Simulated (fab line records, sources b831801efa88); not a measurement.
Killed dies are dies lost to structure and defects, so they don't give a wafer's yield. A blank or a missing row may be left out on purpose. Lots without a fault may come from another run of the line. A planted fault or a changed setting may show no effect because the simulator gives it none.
Split-lot experiment | flow sfq_line | 5 lots, 23 wafers read, on a route of 325 steps

THE SPLIT
At SFQ_TRILAYER_M1_LITHO_COAT_044 (resist thk 62 nm), the setting spin_rpm was moved away from the recipe's 3000 rpm on 7 of the 23 wafers read, by -4.5% to -3.2%. The other wafers ran this setting at the recipe's value.

The reading is taken at the split's own step.

THE READING
BARC_of_TRILAYER_M1_LITHO_COAT_044.thk_nm (the simulator's own value, which no gauge read), in nm, at SFQ_TRILAYER_M1_LITHO_COAT_044 (resist thk 62 nm). The file gives no usual value for it. The 16 wafers here that ran the recipe average 61.95 nm, standard deviation 0.081 nm.

wafer  | tool, chamber at the split | spin_rpm as run, rpm | against the recipe | BARC_of_TRILAYER_M1_LITHO_COAT_044.thk_nm, nm | against lot-mates on the recipe
L075.2 | litho_track-02, 0          | 3000                 | recipe             | 61.98                                         | -
L075.3 | litho_track-02, 0          | 3000                 | recipe             | 61.93                                         | -
L075.4 | litho_track-02, 0          | 3000                 | recipe             | 61.93                                         | -
L075.5 | litho_track-02, 0          | 2904                 | -3.2%              | 63                                            | +1.05
L075.6 | litho_track-02, 0          | 2904                 | -3.2%              | 62.92                                         | +0.97
L076.1 | litho_track-04, 0          | 3000                 | recipe             | 61.97                                         | -
L076.4 | litho_track-04, 0          | 3000                 | recipe             | 61.97                                         | -
L076.2 | litho_track-04, 0          | 3000                 | recipe             | 62.05                                         | -
L076.3 | litho_track-04, 0          | 3000                 | recipe             | 62.08                                         | -
L076.5 | litho_track-04, 0          | 3000                 | recipe             | 62.06                                         | -
L080.1 | litho_track-03, 0          | 3000                 | recipe             | 61.98                                         | -
L080.2 | litho_track-03, 0          | 2888                 | -3.7%              | 63.2                                          | +1.24
L080.3 | litho_track-03, 0          | 3000                 | recipe             | 61.9                                          | -
L080.4 | litho_track-03, 0          | 2888                 | -3.7%              | 63.09                                         | +1.13
L080.5 | litho_track-03, 0          | 3000                 | recipe             | 62                                            | -
L082.1 | litho_track-02, 0          | 2865                 | -4.5%              | 63.21                                         | +1.40
L082.3 | litho_track-02, 0          | 3000                 | recipe             | 61.75                                         | -
L082.4 | litho_track-02, 0          | 2865                 | -4.5%              | 63.13                                         | +1.32
L082.5 | litho_track-02, 0          | 3000                 | recipe             | 61.87                                         | -
L082.6 | litho_track-02, 0          | 2865                 | -4.5%              | 62.94                                         | +1.13
L085.1 | litho_track-04, 0          | 3000                 | recipe             | 61.88                                         | -
L085.2 | litho_track-04, 0          | 3000                 | recipe             | 61.99                                         | -
L085.6 | litho_track-04, 0          | 3000                 | recipe             | 61.89                                         | -

THE FIT
A straight line over all 23 wafers: BARC_of_TRILAYER_M1_LITHO_COAT_044.thk_nm changes by -0.28 nm for each +1% of spin_rpm; r = -0.98; the points scatter about the line by 0.11 nm.
The same after taking each lot's own level away (the mean of its wafers on the recipe; 23 wafers): -0.298 nm for each +1%; r = -0.99; scatter 0.072 nm.
On that fit, the largest move of spin_rpm shifts the reading by 1.3 nm.
The lots' own levels span 61.810 to 62.026 nm, that is 2.7 times the standard deviation above.
So the lot-to-lot level changes the slope little: the two slopes agree.
Check: with one of the wafers moved furthest among these (-4.5%) left out of the fit, the line predicts +1.33 nm for it against its lot-mates. It came out at +1.4 nm against them.

OTHER SPLITS ON THESE WAFERS
These wafers also went through other splits before the reading. Each is held against what the fit with the lots' levels taken away leaves over:
other split on the same wafers                     | wafers away from the commonest value | r with BARC_of_TRILAYER_M1_LITHO_COAT_044.thk_nm (lot level and that fit taken away)
SFQ_TRILAYER_L0_LITHO_COAT_010 spin_rpm            | 4                                    | -0.10
SFQ_TRILAYER_L0_LITHO_PEB_008 peb_temp_c           | 11                                   | -0.38
SFQ_TRILAYER_L0_VIA_LITHO_COAT_018 resist_thk_nm   | 7                                    | -0.03
SFQ_TRILAYER_M0_DEP_SPUTTER_019 time_s             | 8                                    | -0.09
SFQ_TRILAYER_M0_BARC_OPEN_METAL_ETCH_031 time_s    | 7                                    | +0.21
SFQ_TRILAYER_M0_ETCH_METAL_ETCH_024 pressure_mtorr | 15                                   | -0.01
SFQ_TRILAYER_I0_VIA_LITHO_PEB_034 peb_temp_c       | 7                                    | +0.08

THE FILE'S OWN FIT
BARC_of_TRILAYER_M1_LITHO_COAT_044.thk_nm changes by -0.302 nm for each +1% of spin_rpm, r = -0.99.
